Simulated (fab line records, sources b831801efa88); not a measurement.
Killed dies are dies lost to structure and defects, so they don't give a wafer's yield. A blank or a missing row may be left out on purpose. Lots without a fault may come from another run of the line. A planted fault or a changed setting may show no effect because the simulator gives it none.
Chamber matching | flow gf180mcu | GF_V1_CVD_00 on hdpcvd-02: 3 sister chambers
The step deposits SiO2, target thk 600 nm, time 100 s. 3 wafers are shown with their chamber, then 6 later ones without.

WAFERS WITH THEIR CHAMBER
wafer  | chamber | sih4_flow_sccm (sccm)
L583.1 | 2       | 60.08
L593.4 | 0       | 60.44
L593.5 | 1       | 59.86

WAFERS WITHOUT THEIR CHAMBER
wafer  | sih4_flow_sccm (sccm)
L595.4 | 60.25
L595.5 | 59.96
L595.6 | 59.94
L596.1 | 59.95
L596.3 | 59.94
L596.5 | 60.05

WHICH CHAMBER EACH WENT THROUGH
wafer  | from the rows above     | in truth
L595.4 | can't be placed: 2 or 0 | 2
L595.5 | can't be placed: 1 or 2 | 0
L595.6 | can't be placed: 1 or 2 | 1
L596.1 | can't be placed: 1 or 2 | 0
L596.3 | can't be placed: 1 or 2 | 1
L596.5 | can't be placed: 2 or 1 | 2
Placed correctly: 0 of 6. Can't be placed from these rows: 6 (the true chamber is among the candidates in 4). Placed wrongly: 0.
How it was worked out, from the rows above alone: a wafer's distance from a chamber is the root of the sum, over the readings, of the square of ((its reading less the chamber's mean) divided by the reading's scatter). The wafer belongs to the nearest chamber; if the next one is less than 2 further off, it can't be placed. A chamber's mean is the mean of its shown wafers. The scatter: with one shown wafer a chamber, the root of the mean of the squares of how far each hidden wafer lies from its nearest shown one.
